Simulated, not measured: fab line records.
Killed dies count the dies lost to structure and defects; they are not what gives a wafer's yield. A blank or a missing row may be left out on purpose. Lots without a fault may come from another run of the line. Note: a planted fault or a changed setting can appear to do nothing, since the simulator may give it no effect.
One fault through the eyes of 2 desks || flow sky130 || only its own numbers are on each desk; what lay behind them is given at the end

== FOR THE TOOL OWNER'S DESK: pvd_sputter-04 ==
The tool's own readings at SKY_METAL1_SPUTTER_01 (material TiN, target thk 20 nm, time 16.7 s): means of the sampled wafers that have a number, for each lot that ran on this tool. The brackets show how far a lot's mean lies from the usual mean; more than 4 standard deviations puts the lot out of limits, marked OUT.
Columns: A = cathode_dc_power_W at SKY_METAL1_SPUTTER_01, usual 6500.2 W; B = throttle_valve_pct at SKY_METAL1_SPUTTER_01, usual 29.5 %
{"lot": "L393", "first seen here": "day 29 10:11", "A": 6500.3, "B": 29.8}
{"lot": "L400", "first seen here": "day 31 05:35", "A": 6501.4, "B": 28.5}
{"lot": "L403", "first seen here": "day 31 17:55", "A": 6500.9, "B": 29.6}
{"lot": "L406", "first seen here": "day 32 18:37", "A": 6500.2, "B": 28.1}
{"lot": "L409", "first seen here": "day 33 18:57", "A": "7271.2 (+99 or more) OUT", "B": 29.8}
{"lot": "L410", "first seen here": "day 34 00:46", "A": "7270.2 (+99 or more) OUT", "B": 29.4}
{"lot": "L416", "first seen here": "day 42 04:26", "A": 6499.7, "B": 28.5}
This desk's verdict: out of limits on L409, L410, starting with L409 at day 33 18:57 (cathode_dc_power_W at SKY_METAL1_SPUTTER_01). L393, L400, L403, L406, L416 stayed within limits.

== FROM THE METROLOGY DESK ==
Lot by lot, what the gauges showed, no matter which tool ran the lot: averages of those sampled wafers that carry a number. The brackets show how far a lot's mean lies from the usual mean; more than 4 standard deviations puts the lot out of limits, marked OUT.
Columns: A = CONTACT_BOW at SKY_CONTACT_BOW_MEAS_05, usual 82 um; B = METAL1_ALCU_RS at SKY_METAL1_RS_MEAS_05, usual 0.1268 ohm/sq
{"lot": "L393", "first seen here": "day 28 04:50", "A": 74, "B": 0.1293}
{"lot": "L399", "first seen here": "day 29 07:21", "A": 90, "B": 0.1252}
{"lot": "L400", "first seen here": "day 29 22:49", "A": 73, "B": 0.1257}
{"lot": "L403", "first seen here": "day 30 10:35", "A": 85, "B": 0.1281}
{"lot": "L406", "first seen here": "day 31 12:00", "A": 80, "B": 0.1265}
{"lot": "L409", "first seen here": "day 32 16:04", "A": 85, "B": 0.1276}
{"lot": "L410", "first seen here": "day 32 21:23", "A": 80, "B": 0.1261}
{"lot": "L413", "first seen here": "day 40 15:49", "A": 82, "B": 0.1253}
{"lot": "L411", "first seen here": "day 40 19:51", "A": 84, "B": 0.1252}
{"lot": "L412", "first seen here": "day 40 21:49", "A": 82, "B": 0.1251}
{"lot": "L415", "first seen here": "day 40 23:25", "A": 83, "B": 0.1272}
{"lot": "L416", "first seen here": "day 41 01:26", "A": 82, "B": 0.1272}
Finding of this desk: none of the 12 lots has anything out of limits.

== ALL TOGETHER ==
On L409, L410, at day 33 18:57, an alarm was possible from the tool owner's desk.
Metrology desk: nothing out of limits seen.
The metrology desk has L409, L410 on record, within its limits.
Every lot named ran SKY_METAL1_SPUTTER_01 on pvd_sputter-04.

== WHAT THE SIMULATOR HAD INSERTED ==
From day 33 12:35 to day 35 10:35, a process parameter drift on pvd_sputter-04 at SKY_METAL1_SPUTTER_01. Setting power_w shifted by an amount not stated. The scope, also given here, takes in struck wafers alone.
Lots struck among those shown: L409, L410.
Hours from the fault's start to each desk's first reading out of limits: the tool owner's desk, 6.
